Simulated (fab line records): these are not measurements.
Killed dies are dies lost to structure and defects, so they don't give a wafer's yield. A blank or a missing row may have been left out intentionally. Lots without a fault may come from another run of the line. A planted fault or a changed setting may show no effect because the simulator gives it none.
fab line records	flow gf180mcu
record: lots: 12	wafers: 36	last_day: 33
route steps=602 shown DNWELL@40 NWELL@52 CONTACT@301 M1@330 V1@336
lots that met no fault: taken from a fault-free run of the same line
start_h: start of the lot's first displayed wafer, in hours after the record's first day	wait_h: hours from the lot's prior step to this one	" repeats the value in the row above	L1.1+2: one row covering several wafers at once	- either no value or no given start	* or withheld: withheld	< > ~ a bound
route shown NAME@n: NAME is a module with steps in the file, n the number in the route of the first one	usual: mean/standard deviation taken from wafers without a fault	same: alike in all rows	chamber/n: place in a boat	sites: per-site readings	_std_site: the values' standard deviation	_edge_site: outer sites' mean less inner sites'	radius_mm: how far each site lies from the wafer's centre	mask NAME#n: copy n	behind: tool/chamber where the wafer was last shaped	hold: the reason the lot was held/the length of the hold in hours/how it ended	device: names the non-switching transistor (n, p or np)	end of line: tests of these same wafers at the route's end	for a step that has no rows: nothing shown but its recipe	killed: dies lost to structure and defects at the first sort, not the wafer's yield	map: the dies of a wafer, with x for killed, . for not killed, _ for no die there
set.NAME: the setting the step ran with; set.NAME@STEP: the setting that earlier step ran with	model.NAME: the simulator's own value behind a step, which no gauge read
route steps across a sampled set of lots; one table per step, one row per wafer
services: when a tool's chamber went out of use (start_h, in hours from the record's first day, below 0 if earlier), for how many hours, and the reason
== steps ==
step: GF_DNWELL_STRIP_08
recipe: chemistry: O2/N2	power_w: 1400	pressure_mtorr: 1500	platen_temp_c: 250	o2_flow_sccm: 3000	n2_flow_sccm: 300	overash_fraction: 0.5
usual: drypump_motor_current_A: 5.69/0.17	heater_power_w: 365/27	o2_flow_sccm: 2999/8.2	oes_product_au: 0.722/0.0043	platen_temp_c: 249.99/0.19	strip_time_to_endpoint_s: 37.45/0.082
lot.wafer	tool	chamber	start_h	wait_h	drypump_motor_current_A	heater_power_w	o2_flow_sccm	oes_product_au	platen_temp_c	rf_hours_counter_h	strip_time_to_endpoint_s
L841.1	plasma_asher-03	0	49.03	0.1	5.56	382	3004	0.721	249.91	25	37.54
L841.2	"	1	"	"	5.66	351	2981	0.723	249.99	25	37.49
L841.4	"	0	"	"	5.56	373	3006	0.723	249.91	-	37.53
L842.1	plasma_asher-02	1	53.19	0.1	5.49	350	3001	0.729	250.03	40	37.46
L842.2	"	0	"	"	6.02	403	2993	0.726	249.93	40	37.42
L842.6	"	0	"	"	6.03	412	3006	0.713	250.01	-	37.47
L845.3	plasma_asher-03	0	72.50	0.1	5.55	393	2994	0.721	249.84	-	37.47
L845.5	"	0	"	"	5.57	384	2996	0.729	249.89	-	37.38
L845.6	"	1	"	"	5.66	343	3006	0.726	249.79	-	37.42
L847.1	plasma_asher-03	1	83.49	0.1	5.67	352	2994	0.725	249.97	29	37.52
L847.2	"	0	"	"	5.54	393	2994	0.725	249.87	29	37.54
L847.5	"	0	"	"	5.56	391	3007	0.727	249.83	-	37.53
L848.2	plasma_asher-03	0	84.62	0.1	5.55	390	3003	0.726	250.19	29	37.58
L848.5	"	0	"	"	5.58	396	2999	0.724	249.71	-	37.54
L848.6	"	1	"	"	5.64	348	3003	0.720	250.03	-	37.50
L849.3	plasma_asher-02	0	92.76	0.1	6.05	410	3003	0.725	250.15	-	37.37
L849.4	"	1	"	"	5.50	356	2995	0.722	249.88	-	37.40
L849.6	"	0	"	"	6.04	398	2998	0.726	250.14	-	37.34
L851.2	plasma_asher-02	0	102.84	0.1	6.05	410	3005	0.718	249.84	45	37.43
L851.4	"	1	"	"	5.49	366	2987	0.721	250.33	-	37.34
L851.6	"	0	"	"	6.02	392	2988	0.727	249.82	-	37.41
L852.1	plasma_asher-02	0	106.78	0.1	6.03	413	2993	0.722	250.03	46	37.49
L852.4	"	0	"	"	6.04	407	2998	0.720	250.17	-	37.55
L852.6	"	1	"	"	5.50	360	2987	0.721	249.88	-	37.45
L853.2	plasma_asher-03	1	112.57	0.1	5.66	357	2994	0.722	249.86	32	37.47
L853.3	"	0	"	"	5.57	396	3019	0.726	249.58	-	37.44
L853.5	"	1	"	"	5.65	338	3005	0.717	249.84	-	37.46
L854.3	plasma_asher-04	1	115.90	0.1	5.73	322	3000	0.728	249.88	-	37.38
L854.5	"	0	"	"	5.84	354	2982	0.725	250.01	-	37.32
L854.6	"	1	"	"	5.75	323	3000	0.723	249.83	-	37.32
L855.1	plasma_asher-02	0	130.17	0.1	6.04	426	2997	0.722	250.32	1	37.49
L855.3	"	0	"	"	6.07	425	3001	0.725	249.98	-	37.55
L855.6	"	0	"	"	6.07	406	2997	0.717	250.07	-	37.47
L857.2	plasma_asher-02	0	135.47	0.1	6.04	426	3000	0.965	250.03	2	-
L857.4	"	1	"	"	5.49	348	3010	0.962	250.31	-	-
L857.5	"	1	"	"	5.50	352	3008	0.965	249.81	-	-
step: GF_NWELL_STRIP_10
recipe: chemistry: O2/N2	power_w: 1400	pressure_mtorr: 1500	platen_temp_c: 250	o2_flow_sccm: 3000	n2_flow_sccm: 300	overash_fraction: 0.5
usual: drypump_motor_current_A: 5.5/0.39	heater_power_w: 357/28	o2_flow_sccm: 3002/8.7	oes_product_au: 0.722/0.0044	platen_temp_c: 250.01/0.19	strip_time_to_endpoint_s: 36.96/0.095
lot.wafer	tool	chamber	start_h	wait_h	drypump_motor_current_A	heater_power_w	o2_flow_sccm	oes_product_au	platen_temp_c	rf_hours_counter_h	strip_time_to_endpoint_s
L841.1	plasma_asher-03	0	62.70	0.1	5.6	372	3006	0.727	249.98	27	37.09
L841.2	"	1	"	"	5.7	341	3005	0.725	249.96	27	37.12
L841.4	"	0	"	"	5.6	376	2991	0.723	250.08	-	37.10
L842.1	plasma_asher-03	0	67.09	0.1	5.6	393	3015	0.718	250.03	27	36.91
L842.2	"	1	"	"	5.7	349	3001	0.715	250.14	27	36.93
L842.6	"	0	"	"	5.6	392	3016	0.718	249.96	-	37.05
L845.3	plasma_asher-01	0	86.42	0.1	4.8	326	3009	0.712	250.21	-	36.93
L845.5	"	0	"	"	4.8	335	3022	0.721	250.21	-	37.06
L845.6	"	1	"	"	5.9	332	3009	0.726	250.26	-	36.99
L847.1	plasma_asher-03	0	97.70	0.1	5.6	376	3002	0.733	249.93	30	36.90
L847.2	"	1	"	"	5.7	354	2983	0.724	250.40	30	36.93
L847.5	"	0	"	"	5.6	373	3004	0.720	250.05	-	36.95
L848.2	plasma_asher-03	1	98.99	0.1	5.7	356	3000	0.722	249.78	30	37.06
L848.5	"	0	"	"	5.5	379	3005	0.729	249.83	-	36.97
L848.6	"	1	"	"	5.7	357	3013	0.726	250.05	-	36.97
L849.3	plasma_asher-01	0	107.12	0.1	4.8	333	3010	0.722	250.02	-	37.12
L849.4	"	1	"	"	5.9	335	2990	0.724	250.12	-	37.00
L849.6	"	0	"	"	4.8	332	3014	0.721	249.82	-	36.98
L851.2	plasma_asher-03	1	116.54	0.1	5.7	347	2996	0.716	250.23	33	36.94
L851.4	"	1	"	"	5.7	342	2986	0.720	250.14	-	36.99
L851.6	"	0	"	"	5.6	396	3012	0.730	249.91	-	36.90
L852.1	plasma_asher-03	0	120.85	0.1	5.6	402	3002	0.727	249.75	33	36.90
L852.4	"	1	"	"	5.7	344	2996	0.728	250.07	-	36.85
L852.6	"	1	"	"	5.7	345	3002	0.723	250.00	-	36.91
L853.2	plasma_asher-03	1	127.46	0.1	5.7	350	3002	0.722	250.34	34	36.89
L853.3	"	1	"	"	5.7	351	2990	0.727	250.32	-	36.89
L853.5	"	1	"	"	5.7	344	2997	0.718	250.26	-	36.95
L854.3	plasma_asher-01	0	131.34	0.1	4.8	330	3001	0.725	249.79	-	36.89
L854.5	"	1	"	"	5.9	329	3006	0.721	250.11	-	36.91
L854.6	"	0	"	"	4.8	326	3002	0.723	249.85	-	36.86
L855.1	plasma_asher-02	0	145.94	0.1	6.0	422	3003	0.724	249.54	3	37.09
L855.3	"	1	"	"	5.5	349	3008	0.722	250.10	-	37.08
L855.6	"	1	"	"	5.5	346	3003	0.724	250.24	-	37.00
L857.2	plasma_asher-03	1	151.07	0.1	5.6	341	2999	0.727	249.91	37	41.47
L857.4	"	1	"	"	5.7	349	2993	0.722	250.16	-	41.34
L857.5	"	0	"	"	5.6	384	2996	0.724	250.24	-	41.65
step: GF_NWELL_TW_MEAS_11
usual: NWELL_TW: 1578/11
lot.wafer	tool	chamber	start_h	wait_h	NWELL_TW
L841.1	film_metro-02	-	62.80	0.1	1577
L841.2	"	-	"	"	1578
L841.4	"	-	"	"	1573
L842.1	film_metro-02	-	67.19	0.1	1572
L842.2	"	-	"	"	1589
L842.6	"	-	"	"	1586
L845.3	film_metro-01	-	86.51	0.1	1593
L845.5	"	-	"	"	1582
L845.6	"	-	"	"	1590
L847.1	film_metro-01	-	97.80	0.1	1575
L847.2	"	-	"	"	1576
L847.5	"	-	"	"	1578
L848.2	film_metro-02	-	99.10	0.1	1577
L848.5	"	-	"	"	1574
L848.6	"	-	"	"	1571
L849.3	film_metro-02	-	107.21	0.1	1575
L849.4	"	-	"	"	1574
L849.6	"	-	"	"	1574
L851.2	film_metro-04	-	116.65	0.1	1589
L851.4	"	-	"	"	1583
L851.6	"	-	"	"	1582
L852.1	film_metro-02	-	120.95	0.1	1569
L852.4	"	-	"	"	1563
L852.6	"	-	"	"	1570
L853.2	film_metro-04	-	127.57	0.1	1558
L853.3	"	-	"	"	1570
L853.5	"	-	"	"	1571
L854.3	film_metro-04	-	131.43	0.1	1555
L854.5	"	-	"	"	1570
L854.6	"	-	"	"	1564
L855.1	film_metro-01	-	146.04	0.1	1595
L855.3	"	-	"	"	1600
L855.6	"	-	"	"	1605
L857.2	film_metro-02	-	151.18	0.1	1549
L857.4	"	-	"	"	1535
L857.5	"	-	"	"	1540
step: GF_CONTACT_CD_MEAS_14
recipe: target_cd_nm: 220
usual: cd_nm: 219.8/1.2
lot.wafer	tool	chamber	start_h	wait_h	cd_nm
L841.1	cd_sem-01	-	376.22	0.1	217.7
L841.2	"	-	"	"	218.3
L841.4	"	-	"	"	218.2
L842.1	cd_sem-01	-	384.24	0.1	217.5
L842.2	"	-	"	"	218.5
L842.6	"	-	"	"	216.4
L845.3	cd_sem-02	-	416.85	0.1	218.9
L845.5	"	-	"	"	220.5
L845.6	"	-	"	"	221.2
L847.1	cd_sem-02	-	429.33	0.1	220.1
L847.2	"	-	"	"	220.7
L847.5	"	-	"	"	221.1
L848.2	cd_sem-02	-	432.60	0.1	221.6
L848.5	"	-	"	"	220.2
L848.6	"	-	"	"	221.7
L849.3	cd_sem-01	-	445.17	0.1	221.3
L849.4	"	-	"	"	219.2
L849.6	"	-	"	"	220.2
L851.2	cd_sem-01	-	472.89	0.1	220.5
L851.4	"	-	"	"	219.6
L851.6	"	-	"	"	218.9
L852.1	cd_sem-02	-	474.77	0.1	220.2
L852.4	"	-	"	"	219.7
L852.6	"	-	"	"	222.0
L853.2	cd_sem-01	-	482.69	0.1	217.3
L853.3	"	-	"	"	217.9
L853.5	"	-	"	"	218.2
L854.3	cd_sem-01	-	489.16	0.1	221.6
L854.5	"	-	"	"	220.6
L854.6	"	-	"	"	221.1
L855.1	cd_sem-01	-	514.46	0.1	219.9
L855.3	"	-	"	"	220.3
L855.6	"	-	"	"	218.5
L857.2	cd_sem-01	-	525.94	0.1	219.5
L857.4	"	-	"	"	220.3
L857.5	"	-	"	"	220.4
step: GF_M1_OVL_MEAS_15
usual: M1_OVL: 1/6.6
lot.wafer	tool	chamber	start_h	wait_h	M1_OVL[nm]
L841.1	overlay-01	-	401.24	0.1	-1
L841.2	"	-	"	"	-5
L841.4	"	-	"	"	-1
L842.1	overlay-01	-	409.04	0.1	-2
L842.2	"	-	"	"	0
L842.6	"	-	"	"	5
L845.3	overlay-01	-	442.80	0.1	3
L845.5	"	-	"	"	0
L845.6	"	-	"	"	7
L847.1	overlay-02	-	455.38	0.1	-5
L847.2	"	-	"	"	6
L847.5	"	-	"	"	3
L848.2	overlay-02	-	459.42	0.1	1
L848.5	"	-	"	"	7
L848.6	"	-	"	"	3
L849.3	overlay-02	-	471.33	0.1	-7
L849.4	"	-	"	"	3
L849.6	"	-	"	"	1
L851.2	overlay-01	-	498.22	0.1	-1
L851.4	"	-	"	"	5
L851.6	"	-	"	"	2
L852.1	overlay-02	-	500.59	0.1	1
L852.4	"	-	"	"	-1
L852.6	"	-	"	"	9
L853.2	overlay-01	-	507.53	0.1	0
L853.3	"	-	"	"	1
L853.5	"	-	"	"	-5
L854.3	overlay-01	-	514.38	0.1	4
L854.5	"	-	"	"	8
L854.6	"	-	"	"	5
L855.1	overlay-02	-	539.47	0.1	11
L855.3	"	-	"	"	6
L855.6	"	-	"	"	7
L857.2	overlay-02	-	549.82	0.1	2
L857.4	"	-	"	"	0
L857.5	"	-	"	"	9
step: GF_V1_THK_MEAS_01
recipe: reads: SiO2_of_V1_CVD_00
usual: V1_CVD_00_THK: 599/6.5
lot.wafer	tool	chamber	start_h	wait_h	V1_CVD_00_THK[nm]
L841.1	film_metro-01	-	401.99	0.0	611
L841.2	"	-	"	"	619
L841.4	"	-	"	"	618
L842.1	film_metro-03	-	409.80	0.0	606
L842.2	"	-	"	"	604
L842.6	"	-	"	"	597
L845.3	film_metro-03	-	443.56	0.1	600
L845.5	"	-	"	"	610
L845.6	"	-	"	"	599
L847.1	film_metro-04	-	456.16	0.0	599
L847.2	"	-	"	"	595
L847.5	"	-	"	"	598
L848.2	film_metro-01	-	460.29	0.0	600
L848.5	"	-	"	"	602
L848.6	"	-	"	"	598
L849.3	film_metro-04	-	472.16	0.1	604
L849.4	"	-	"	"	598
L849.6	"	-	"	"	601
L851.2	film_metro-04	-	499.14	0.0	612
L851.4	"	-	"	"	604
L851.6	"	-	"	"	599
L852.1	film_metro-04	-	501.41	0.0	596
L852.4	"	-	"	"	599
L852.6	"	-	"	"	602
L853.2	film_metro-03	-	508.30	0.0	595
L853.3	"	-	"	"	604
L853.5	"	-	"	"	599
L854.3	film_metro-03	-	515.14	0.1	597
L854.5	"	-	"	"	598
L854.6	"	-	"	"	601
L855.1	film_metro-04	-	540.63	0.0	590
L855.3	"	-	"	"	586
L855.6	"	-	"	"	588
L857.2	film_metro-04	-	550.58	0.0	602
L857.4	"	-	"	"	605
L857.5	"	-	"	"	608
== services ==
tool	chamber	start_h	hours	kind
plasma_asher-04	-	25.74	2.3	repair
plasma_asher-01	-	48.47	0.8	repair
plasma_asher-02	-	108.75	9.0	pm
plasma_asher-02	0	108.75	9.0	vent_cycle
plasma_asher-02	1	108.75	9.0	vent_cycle
plasma_asher-04	-	111.14	4.3	pm
plasma_asher-02	0	117.75	-	clean
plasma_asher-02	1	117.75	-	clean
== key ==
first_sign: step: GF_DNWELL_STRIP_08	reading: oes_product_au	direction: up	sigmas: 56	usual: 0.722	struck: 0.964
effect: step: GF_NWELL_STRIP_10	reading: strip_time_to_endpoint_s	direction: up	sigmas: 48	usual: *	struck: *
effect: step: GF_NWELL_TW_MEAS_11	reading: NWELL_TW	direction: down	sigmas: 3.4	usual: 1578	struck: 1541
met_at GF_DNWELL_STRIP_08
struck_lots L857
tester_left_out L857
not_acting_at GF_CONTACT_CD_MEAS_14,GF_M1_OVL_MEAS_15,GF_V1_THK_MEAS_01
onset_between 130.17 135.47
fault: kind: strip_aborted	tool: plasma_asher-02	chamber: -	onset_h: 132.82	steps: GF_DNWELL_STRIP_08	offset: 0.41335	end_h: 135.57
tester_left_out: of these lots the tester's yield and bins aren't shown, on N5 and GAA mostly nor the transistor test; their killed dies are dies lost to structure and defects alone, not to doping, threshold or leakage, so they don't give the yield
